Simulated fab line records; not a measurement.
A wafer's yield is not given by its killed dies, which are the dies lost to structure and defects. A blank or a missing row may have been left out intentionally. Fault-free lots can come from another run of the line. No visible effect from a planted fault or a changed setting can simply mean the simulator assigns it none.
fab line records | flow gf180mcu
record: lots: 12 | wafers: 36 | lastDay: 34
route steps=602 shown V4@501 MIM@506 V5@544
lots untouched by any fault: they come from a run of this same line in which no faults occurred
startH: hours from the record's first day to the start of the lot's first wafer shown | waitH: hours since the lot's step before | " unchanged from the row above | L1.1+2: a row that stands for several wafers | - either no value or no given start | * or withheld: withheld | < > ~ a bound
route shown NAME@n: a module of which the file shows steps, and the number in the route of the first | usual: the fault-free wafers' mean and standard deviation | same: alike in all rows | chamber/n: place in a boat | sites: each site's reading | _std_site: the standard deviation of these | _edge_site: outer sites' mean less inner sites' | radiusMm: how far each site lies from the wafer's centre | mask NAME#n: copy n | behind: tool/chamber where the wafer was last shaped | hold: reason for holding the lot/hours on hold/outcome of the hold | device: names the non-switching transistor (n, p or np) | end of line: the tests these same wafers got at the end of their route | where a step has no rows: the recipe by itself | killed: dies lost to structure and defects at the first sort, not the wafer's yield | map: shows each die of a wafer: x if killed, . if not, _ if none is there
set.NAME: the setting the step ran with; set.NAME@STEP: the setting that earlier step ran with | model.NAME: the simulator's own value behind a step, which no gauge read
one table for each step of the route and one row for each wafer, over a sample of lots
services: from which hour (startH, from the record's first day; less than 0 if before it) a tool's chamber was out of use, for how many hours, and why
== steps ==
step: GF_V4_THK_MEAS_25
recipe: thkMeasGauge: xrf | reads: W_of_V4_CVD_23
usual: V4_W_THK: 363/4.5
lot.wafer | tool         | chamber | startH | waitH | V4_W_THK[nm]
L679.1    | filmMetro-01 | -       | 570.09 | 0.1   | 366
L679.3    | "            | -       | "      | "     | 368
L679.5    | "            | -       | "      | "     | 373
L681.1    | filmMetro-02 | -       | 590.17 | 0.1   | 361
L681.2    | "            | -       | "      | "     | 366
L681.4    | "            | -       | "      | "     | 361
L684.2    | filmMetro-03 | -       | 610.64 | 0.1   | 368
L684.5    | "            | -       | "      | "     | 363
L684.6    | "            | -       | "      | "     | 368
L685.1    | filmMetro-02 | -       | 619.45 | 0.1   | 364
L685.3    | "            | -       | "      | "     | 366
L685.4    | "            | -       | "      | "     | 364
L688.1    | filmMetro-02 | -       | 643.90 | 0.1   | 372
L688.4    | "            | -       | "      | "     | 368
L688.5    | "            | -       | "      | "     | 372
L689.1    | filmMetro-02 | -       | 654.74 | 0.1   | 363
L689.2    | "            | -       | "      | "     | 361
L689.5    | "            | -       | "      | "     | 365
L690.4    | filmMetro-03 | -       | 658.38 | 0.1   | 353
L690.5    | "            | -       | "      | "     | 357
L690.6    | "            | -       | "      | "     | 355
L691.1    | filmMetro-03 | -       | 665.40 | 0.1   | 359
L691.3    | "            | -       | "      | "     | 359
L691.4    | "            | -       | "      | "     | 360
L692.1    | filmMetro-03 | -       | 669.98 | 0.1   | 361
L692.3    | "            | -       | "      | "     | 362
L692.4    | "            | -       | "      | "     | 360
L695.1    | filmMetro-03 | -       | 696.72 | 0.1   | 359
L695.3    | "            | -       | "      | "     | 362
L695.5    | "            | -       | "      | "     | 359
L697.1    | filmMetro-03 | -       | 707.42 | 0.1   | 364
L697.2    | "            | -       | "      | "     | 358
L697.6    | "            | -       | "      | "     | 357
L698.1    | filmMetro-02 | -       | 713.74 | 0.1   | 359
L698.2    | "            | -       | "      | "     | 362
L698.4    | "            | -       | "      | "     | 366
step: GF_V4_CMP_26
recipe: stopOn: SiO2 | downForcePsi: 3.5 | platenRpm: 60 | tOverpolishS: 15 | targetThkNm: 0 | padVelocityMS: 0.94248
usual: edgeZonePressureFrac: 1.001/0.0045 | headPressurePsi: 3.500/0.0071 | motorCurrentA: 10.8/0.67 | overpolishRunS: 15.001/0.009 | slurryFilterDpKPa: 13.48/0.12 | timeToEndpointS: 84.8/2.7
lot.wafer | tool   | chamber | startH | waitH | edgeZonePressureFrac | headPressurePsi | motorCurrentA | overpolishRunS | slurryFilterDpKPa | timeToEndpointS
L679.3    | cmp-02 | 3       | 570.15 | 0.0   | 1.006                | 3.502           | 10.9          | 14.999         | 13.38             | 83.9
L679.1    | "      | 0       | "      | "     | 0.997                | 3.514           | 11.2          | 15.003         | 13.43             | 90.8
L679.5    | "      | 3       | "      | "     | 1.000                | 3.492           | 10.3          | 15.016         | 13.52             | 86.2
L681.4    | cmp-01 | 1       | 590.23 | 0.0   | 1.000                | 3.489           | 10.7          | 14.989         | 13.64             | 83.3
L681.2    | "      | 2       | "      | "     | 1.001                | 3.499           | 12.3          | 14.989         | 13.55             | 89.0
L681.1    | "      | 0       | "      | "     | 0.998                | 3.491           | 10.4          | 14.995         | 13.52             | 84.0
L684.2    | cmp-02 | 0       | 610.69 | 0.0   | 0.998                | 3.489           | 10.9          | 14.995         | 13.42             | 88.1
L684.5    | "      | 0       | "      | "     | 0.992                | 3.506           | 10.8          | 15.002         | 13.57             | 85.4
L684.6    | "      | 1       | "      | "     | 1.003                | 3.502           | 9.9           | 14.985         | 13.42             | 85.4
L685.4    | cmp-01 | 3       | 619.51 | 0.0   | 1.005                | 3.499           | 10.1          | 15.005         | 13.54             | 83.4
L685.1    | "      | 0       | "      | "     | 1.003                | 3.499           | 10.1          | 14.988         | 13.63             | 84.2
L685.3    | "      | 2       | "      | "     | 1.003                | 3.504           | 12.7          | 14.999         | 13.14             | 88.0
L688.1    | cmp-02 | 1       | 644.01 | 0.1   | 0.996                | 3.509           | 10.7          | 14.993         | 13.43             | 78.4
L688.4    | "      | 3       | "      | "     | 1.003                | 3.509           | 11.2          | 15.009         | 13.50             | 80.9
L688.5    | "      | 1       | "      | "     | 1.002                | 3.499           | 10.2          | 14.996         | 13.60             | 82.2
L689.1    | cmp-02 | 0       | 654.80 | 0.1   | 0.993                | 3.514           | 10.6          | 15.000         | 13.44             | 85.1
L689.2    | "      | 1       | "      | "     | 1.002                | 3.495           | 10.1          | 14.999         | 13.50             | 80.1
L689.5    | "      | 0       | "      | "     | 1.003                | 3.499           | 11.1          | 14.997         | 13.53             | 87.3
L690.4    | cmp-02 | 2       | 658.56 | 0.2   | 1.000                | 3.502           | 10.5          | 15.003         | 13.44             | 79.8
L690.5    | "      | 3       | "      | "     | 0.995                | 3.507           | 10.2          | 15.003         | 13.55             | 81.5
L690.6    | "      | 0       | "      | "     | 1.000                | 3.504           | 10.5          | 15.000         | 13.49             | 77.9
L691.1    | cmp-02 | 2       | 665.46 | 0.1   | 1.005                | 3.505           | 9.9           | 15.016         | 13.54             | 81.4
L691.4    | "      | 3       | "      | "     | 0.999                | 3.498           | 10.8          | 15.011         | 13.26             | 84.9
L691.3    | "      | 1       | "      | "     | 0.996                | 3.498           | 10.5          | 15.012         | 13.41             | 80.2
L692.1    | cmp-01 | 0       | 670.04 | 0.1   | 1.002                | 3.507           | 10.5          | 15.006         | 13.47             | 86.3
L692.4    | "      | 2       | "      | "     | 0.992                | 3.509           | 12.0          | 15.018         | 13.44             | 87.9
L692.3    | "      | 3       | "      | "     | 1.002                | 3.498           | 10.4          | 14.986         | 13.47             | 85.9
L695.1    | cmp-02 | 0       | 696.78 | 0.1   | 1.004                | 3.502           | 11.1          | 15.015         | 13.43             | 83.8
L695.3    | "      | 3       | "      | "     | 0.994                | 3.494           | 11.5          | 14.975         | 13.40             | 81.8
L695.5    | "      | 1       | "      | "     | 1.009                | 3.505           | 10.4          | 14.999         | 13.46             | 80.5
L697.2    | cmp-02 | 2       | 707.53 | 0.1   | 1.003                | 3.511           | 10.6          | 15.014         | 13.54             | 83.8
L697.1    | "      | 3       | "      | "     | 0.997                | 3.512           | 10.7          | 14.998         | 13.15             | 86.3
L697.6    | "      | 2       | "      | "     | 1.002                | 3.501           | 10.2          | 14.995         | 13.44             | 84.6
L698.2    | cmp-02 | 1       | 713.80 | 0.0   | 0.999                | 3.516           | 10.4          | 15.016         | 13.56             | 85.8
L698.4    | "      | 2       | "      | "     | 1.003                | 3.490           | 10.4          | 14.993         | 13.60             | 84.3
L698.1    | "      | 3       | "      | "     | 1.005                | 3.496           | 10.8          | 14.995         | 13.43             | 84.7
step: GF_MIM_SPUTTER_03
recipe: material: Ti | targetThkNm: 10 | substrateTempC: 300 | chamberPressurePa: 0.3 | powerW: 3000 | timeS: 6.7
usual: cathodeDcPowerW: 3000.1/0.54 | throttleValvePct: 30.0/0.98
lot.wafer | tool          | chamber | startH | waitH | cathodeDcPowerW | throttleValvePct
L679.1    | pvdSputter-03 | -       | 570.61 | 0.0   | 2999.3          | 30.4
L679.3    | "             | -       | "      | "     | 3000.5          | 27.7
L679.5    | "             | -       | "      | "     | 2999.4          | 27.8
L681.1    | pvdSputter-04 | -       | 590.69 | 0.0   | 2999.2          | 29.6
L681.2    | "             | -       | "      | "     | 3000.4          | 30.3
L681.4    | "             | -       | "      | "     | 2999.9          | 30.4
L684.2    | pvdSputter-04 | -       | 611.15 | 0.0   | 3000.0          | 30.6
L684.5    | "             | -       | "      | "     | 2999.9          | 30.0
L684.6    | "             | -       | "      | "     | 2999.9          | 30.7
L685.1    | pvdSputter-04 | -       | 619.97 | 0.0   | 2999.8          | 28.8
L685.3    | "             | -       | "      | "     | 3000.1          | 30.5
L685.4    | "             | -       | "      | "     | 2998.9          | 29.5
L688.1    | pvdSputter-02 | -       | 644.42 | 0.0   | 2999.9          | 30.8
L688.4    | "             | -       | "      | "     | 3000.3          | 30.5
L688.5    | "             | -       | "      | "     | 3000.3          | 29.4
L689.1    | pvdSputter-04 | -       | 655.26 | 0.0   | 2999.7          | 28.9
L689.2    | "             | -       | "      | "     | 3000.1          | 29.7
L689.5    | "             | -       | "      | "     | 3000.0          | 28.8
L690.4    | pvdSputter-04 | -       | 658.87 | 0.0   | 2999.6          | 30.5
L690.5    | "             | -       | "      | "     | 3000.5          | 29.5
L690.6    | "             | -       | "      | "     | 3000.3          | 30.6
L691.1    | pvdSputter-04 | -       | 665.92 | 0.0   | 2999.8          | 30.2
L691.3    | "             | -       | "      | "     | 3000.4          | 28.7
L691.4    | "             | -       | "      | "     | 3001.0          | 30.6
L692.1    | pvdSputter-02 | -       | 670.50 | 0.0   | 2999.5          | 29.4
L692.3    | "             | -       | "      | "     | 2999.8          | 30.9
L692.4    | "             | -       | "      | "     | 2999.9          | 31.0
L695.1    | pvdSputter-03 | -       | 697.24 | 0.0   | 2999.3          | 27.9
L695.3    | "             | -       | "      | "     | 2999.5          | 30.6
L695.5    | "             | -       | "      | "     | 3001.2          | 31.6
L697.1    | pvdSputter-02 | -       | 707.94 | 0.0   | 2999.1          | 30.8
L697.2    | "             | -       | "      | "     | 3000.5          | 29.4
L697.6    | "             | -       | "      | "     | 3000.7          | 30.9
L698.1    | pvdSputter-04 | -       | 714.26 | 0.0   | 3000.5          | 30.2
L698.2    | "             | -       | "      | "     | 3000.3          | 28.9
L698.4    | "             | -       | "      | "     | 3000.0          | 28.9
step: GF_V5_CMP_04
recipe: material: SiO2 | downForcePsi: 4 | platenRpm: 60 | padVelocityMS: 0.94248
usual: edgeZonePressureFrac: 1.000/0.0044 | headPressurePsi: 4.000/0.0081 | motorCurrentA: 11.7/0.8 | slurryFilterDpKPa: 13.50/0.13
lot.wafer | tool   | chamber | startH | waitH | edgeZonePressureFrac | headPressurePsi | motorCurrentA | slurryFilterDpKPa
L679.1    | cmp-02 | 1       | 614.78 | 0.1   | 1.008                | 3.989           | 11.2          | 13.69
L679.3    | "      | 2       | "      | "     | 1.002                | 3.985           | 11.5          | 13.44
L679.5    | "      | 0       | "      | "     | 1.005                | 4.004           | 12.0          | 13.25
L681.2    | cmp-01 | 1       | 634.61 | 0.0   | 1.004                | 4.003           | 11.7          | 13.45
L681.1    | "      | 2       | "      | "     | 1.000                | 3.995           | 13.9          | 13.59
L681.4    | "      | 0       | "      | "     | 1.000                | 4.020           | 11.3          | 13.34
L684.2    | cmp-02 | 2       | 653.55 | 0.2   | -                    | -               | -             | -
L684.5    | "      | 3       | "      | "     | -                    | -               | -             | -
L684.6    | "      | 0       | "      | "     | -                    | -               | -             | -
L685.4    | cmp-02 | 2       | 661.18 | 0.0   | -                    | -               | -             | -
L685.1    | "      | 3       | "      | "     | -                    | -               | -             | -
L685.3    | "      | 1       | "      | "     | -                    | -               | -             | -
L688.1    | cmp-02 | 2       | 684.98 | 0.1   | 0.999                | 4.004           | 10.6          | 13.36
L688.4    | "      | 0       | "      | "     | 1.006                | 4.002           | 12.2          | 13.66
L688.5    | "      | 2       | "      | "     | 0.995                | 4.007           | 11.3          | 13.42
L689.2    | cmp-01 | 1       | 696.52 | 0.1   | 1.003                | 4.018           | 12.1          | 13.61
L689.1    | "      | 2       | "      | "     | 1.006                | 4.000           | 13.4          | 13.59
L689.5    | "      | 0       | "      | "     | 1.006                | 4.002           | 10.9          | 13.44
L690.4    | cmp-02 | 2       | 698.31 | 0.0   | 1.007                | 3.994           | 11.7          | 13.47
L690.6    | "      | 2       | "      | "     | 1.006                | 3.996           | 11.2          | 13.26
L690.5    | "      | 3       | "      | "     | 1.000                | 3.990           | 12.0          | 13.45
L691.4    | cmp-02 | 2       | 706.10 | 0.0   | 0.992                | 4.003           | 11.9          | 13.32
L691.3    | "      | 3       | "      | "     | 1.001                | 4.001           | 11.4          | 13.38
L691.1    | "      | 1       | "      | "     | 1.008                | 4.012           | 11.2          | 13.50
L692.1    | cmp-01 | 1       | 709.98 | 0.1   | 1.001                | 4.010           | 11.9          | 13.67
L692.4    | "      | 2       | "      | "     | 0.996                | 4.006           | 13.8          | 13.54
L692.3    | "      | 3       | "      | "     | 0.996                | 4.009           | 11.3          | 13.53
L695.1    | cmp-01 | 0       | 734.40 | 0.1   | 0.999                | 3.997           | 11.2          | 13.40
L695.3    | "      | 3       | "      | "     | 0.996                | 3.991           | 11.9          | 13.28
L695.5    | "      | 0       | "      | "     | 1.001                | 3.988           | 11.0          | 13.43
L697.1    | cmp-02 | 0       | 744.35 | 0.1   | 1.004                | 4.006           | 12.1          | 13.36
L697.2    | "      | 1       | "      | "     | 0.999                | 4.012           | 11.4          | 13.55
L697.6    | "      | 3       | "      | "     | 1.002                | 4.008           | 11.3          | 13.57
L698.2    | cmp-02 | 0       | 750.72 | 0.0   | 1.007                | 4.001           | 12.1          | 13.46
L698.4    | "      | 1       | "      | "     | 0.994                | 3.993           | 12.0          | 13.41
L698.1    | "      | 3       | "      | "     | 0.994                | 3.997           | 11.6          | 13.42
step: GF_V5_BOW_MEAS_05
recipe: mode: bow
usual: V5_BOW: 138/9.3
lot.wafer | tool         | chamber | startH | waitH | hold                    | V5_BOW[um]
L679.1    | filmMetro-04 | -       | 615.03 | 0.2   | -                       | 130
L679.3    | "            | -       | "      | "     | -                       | 130
L679.5    | "            | -       | "      | "     | -                       | 118
L681.1    | filmMetro-04 | -       | 634.91 | 0.2   | -                       | 151
L681.2    | "            | -       | "      | "     | -                       | 157
L681.4    | "            | -       | "      | "     | -                       | 154
L684.2    | filmMetro-02 | -       | 653.72 | 0.1   | awaitDispo/0.2h/release | 165
L684.5    | "            | -       | "      | "     | awaitDispo/0.2h/release | 160
L684.6    | "            | -       | "      | "     | awaitDispo/0.2h/release | 167
L684.2    | filmMetro-02 | -       | 654.01 | 0.3   | -                       | -
L684.5    | "            | -       | "      | "     | -                       | -
L684.6    | "            | -       | "      | "     | -                       | -
L685.1    | filmMetro-04 | -       | 661.48 | 0.2   | awaitDispo/0.2h/release | 152
L685.3    | "            | -       | "      | "     | awaitDispo/0.2h/release | 164
L685.4    | "            | -       | "      | "     | awaitDispo/0.2h/release | 158
L685.1    | filmMetro-04 | -       | 661.77 | 0.3   | -                       | -
L685.3    | "            | -       | "      | "     | -                       | -
L685.4    | "            | -       | "      | "     | -                       | -
L688.1    | filmMetro-04 | -       | 685.23 | 0.2   | -                       | 137
L688.4    | "            | -       | "      | "     | -                       | 141
L688.5    | "            | -       | "      | "     | -                       | 154
L689.1    | filmMetro-04 | -       | 696.72 | 0.1   | -                       | 135
L689.2    | "            | -       | "      | "     | -                       | 130
L689.5    | "            | -       | "      | "     | -                       | 132
L690.4    | filmMetro-01 | -       | 698.67 | 0.3   | -                       | 141
L690.5    | "            | -       | "      | "     | -                       | 148
L690.6    | "            | -       | "      | "     | -                       | 150
L691.1    | filmMetro-01 | -       | 706.40 | 0.1   | -                       | 122
L691.3    | "            | -       | "      | "     | -                       | 133
L691.4    | "            | -       | "      | "     | -                       | 128
L692.1    | filmMetro-01 | -       | 710.23 | 0.2   | -                       | 135
L692.3    | "            | -       | "      | "     | -                       | 142
L692.4    | "            | -       | "      | "     | -                       | 137
L695.1    | filmMetro-04 | -       | 734.70 | 0.2   | -                       | 138
L695.3    | "            | -       | "      | "     | -                       | 136
L695.5    | "            | -       | "      | "     | -                       | 147
L697.1    | filmMetro-01 | -       | 744.55 | 0.1   | -                       | 129
L697.2    | "            | -       | "      | "     | -                       | 129
L697.6    | "            | -       | "      | "     | -                       | 133
L698.1    | filmMetro-04 | -       | 751.02 | 0.1   | -                       | 154
L698.2    | "            | -       | "      | "     | -                       | 158
L698.4    | "            | -       | "      | "     | -                       | 144
== services ==
tool          | chamber | startH | hours | kind
cmp-02        | -       | 553.35 | 3.3   | pm
cmp-02        | -       | 572.03 | 4.0   | pm
pvdSputter-02 | -       | 574.70 | 1.9   | repair
cmp-02        | -       | 576.03 | -     | consumableReplace:conditioner
cmp-02        | -       | 576.03 | -     | consumableReplace:pad
pvdSputter-04 | 3       | 583.83 | -     | consumableReplace:kit
pvdSputter-04 | 3       | 583.83 | 18.0  | scheduledDown
pvdSputter-04 | 3       | 583.83 | 18.0  | ventCycle
cmp-02        | -       | 605.33 | 0.6   | repair
cmp-01        | -       | 629.47 | 1.9   | repair
cmp-02        | -       | 634.36 | 0.3   | repair
cmp-01        | -       | 648.92 | 5.2   | repair
cmp-01        | -       | 663.81 | 2.8   | pm
cmp-01        | -       | 708.44 | 1.3   | repair
cmp-01        | -       | 710.23 | 11.1  | pm
pvdSputter-04 | 2       | 712.12 | -     | consumableReplace:kit
pvdSputter-04 | 2       | 712.12 | 18.0  | scheduledDown
pvdSputter-04 | 2       | 712.12 | 18.0  | ventCycle
pvdSputter-03 | -       | 729.49 | 1.9   | repair
cmp-01        | -       | 730.06 | 3.2   | repair
cmp-01        | -       | 744.63 | 4.0   | pm
cmp-01        | -       | 748.63 | -     | consumableReplace:conditioner
cmp-01        | -       | 748.63 | -     | consumableReplace:pad
pvdSputter-02 | 0       | 750.20 | -     | consumableReplace:kit
== key ==
firstSign: step: GF_V5_CMP_04 | reading: toolRecord | direction: missing
effect: step: GF_V5_BOW_MEAS_05 | reading: visit | direction: added
metAt GF_V5_CMP_04
struckLots L684,L685
scrappedBehind GF_V5_BOW_MEAS_05 L684.2,L684.5,L684.6,L685.1,L685.3,L685.4
notActingAt GF_V4_THK_MEAS_25,GF_V4_CMP_26,GF_MIM_SPUTTER_03
onsetBetween 614.78 653.55
fault: kind: skippedStepWhole | tool: cmp-02 | chamber: - | onsetH: 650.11 | steps: GF_V5_CMP_04 | scope: struckLotsOnly
